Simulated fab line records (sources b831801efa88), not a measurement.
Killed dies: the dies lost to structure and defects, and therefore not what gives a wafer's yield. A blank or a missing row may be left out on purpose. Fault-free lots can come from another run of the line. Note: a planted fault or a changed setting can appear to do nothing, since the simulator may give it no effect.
One fault seen from 2 desks | flow sky130 | numbers are kept per desk, each desk with only its own; the story behind them comes last

THE METROLOGY DESK
What the gauges read, lot by lot, whatever tool the lot ran on: means of the sampled wafers that have a number. Any lot whose mean is over 4 standard deviations away from the usual mean is out of limits and marked OUT; that distance is given in the brackets.
Columns: A = cd nm at SKY_METAL4_CD_MEAS_13, usual 299.6 nm; B = METAL4_OVL at SKY_METAL4_OVL_MEAS_14, usual -2 nm; C = METAL5_ALCU_RS at SKY_METAL5_RS_MEAS_05, usual 0.02714 ohm/sq; D = METAL5_ALCU_THK at SKY_METAL5_THK_MEAS_06, usual 1150 nm
lot  | first seen here | A     | B  | C                 | D
L291 | day 42 01:53    | 299.2 | -6 | 0.02743           | 1149
L292 | day 42 08:52    | 300.7 | 3  | 0.02768           | 1130
L294 | day 43 08:07    | 298.9 | -7 | 0.02677           | 1159
L295 | day 43 15:30    | 301.0 | -1 | 0.02726           | 1142
L296 | day 43 19:10    | 298.0 | -2 | 0.02713           | 1151
L297 | day 44 08:46    | 299.8 | -2 | 0.02725           | 1144
L300 | day 45 01:49    | 299.8 | -4 | 0.02679           | 1164
L301 | day 45 02:10    | 300.5 | 2  | 0.02703           | 1160
L302 | day 45 13:43    | 299.5 | -2 | 0.02723           | 1143
L306 | day 46 05:07    | 298.7 | -1 | 0.02707           | 1154
L305 | day 46 07:42    | 299.6 | 0  | 0.02176 (-19) OUT | 1482 (+30) OUT
L311 | day 47 12:30    | 301.4 | 3  | 0.02703           | 1152
L313 | day 48 02:23    | 299.5 | -2 | 0.02724           | 1145
This desk's finding: out of limits on L305; first on L305, day 47 07:01 (METAL5_ALCU_RS at SKY_METAL5_RS_MEAS_05). In limits: L291, L292, L294, L295, L296, L297, L300, L301, L302, L306, L311, L313.

TOOL OWNER'S DESK, pvd sputter-02
The tool's own readings at SKY_METAL5_SPUTTER_02 (material AlCu, target thk 1150 nm, time 61.2 s): means of the sampled wafers that have a number, for each lot that ran on this tool. Any lot whose mean is over 4 standard deviations away from the usual mean is out of limits and marked OUT; that distance is given in the brackets.
Columns: A = throttle valve pct at SKY_METAL5_SPUTTER_02, usual 30.5 %
lot  | first seen here | A
L296 | day 44 21:00    | 31.3
L297 | day 45 09:54    | 32.3
L301 | day 46 03:08    | 31.9
L302 | day 46 14:05    | 30.1
L305 | day 47 06:54    | 31.9
This desk's verdict: no lot among the 5 shows anything out of limits.

TAKEN TOGETHER
The metrology desk could have raised an alarm at day 47 07:01, on L305.
The tool owner's desk saw nothing out of limits.
The tool owner's desk has L305 on record, within its limits.
All the named lots went through SKY_METAL5_SPUTTER_02 on pvd sputter-02.

WHAT THE SIMULATOR HAD PUT IN
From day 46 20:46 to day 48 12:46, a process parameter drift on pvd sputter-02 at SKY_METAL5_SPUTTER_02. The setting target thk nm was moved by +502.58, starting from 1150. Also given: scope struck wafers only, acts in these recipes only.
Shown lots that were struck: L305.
Delay in hours, fault start to first out-of-limits reading, per desk: metrology desk 10.
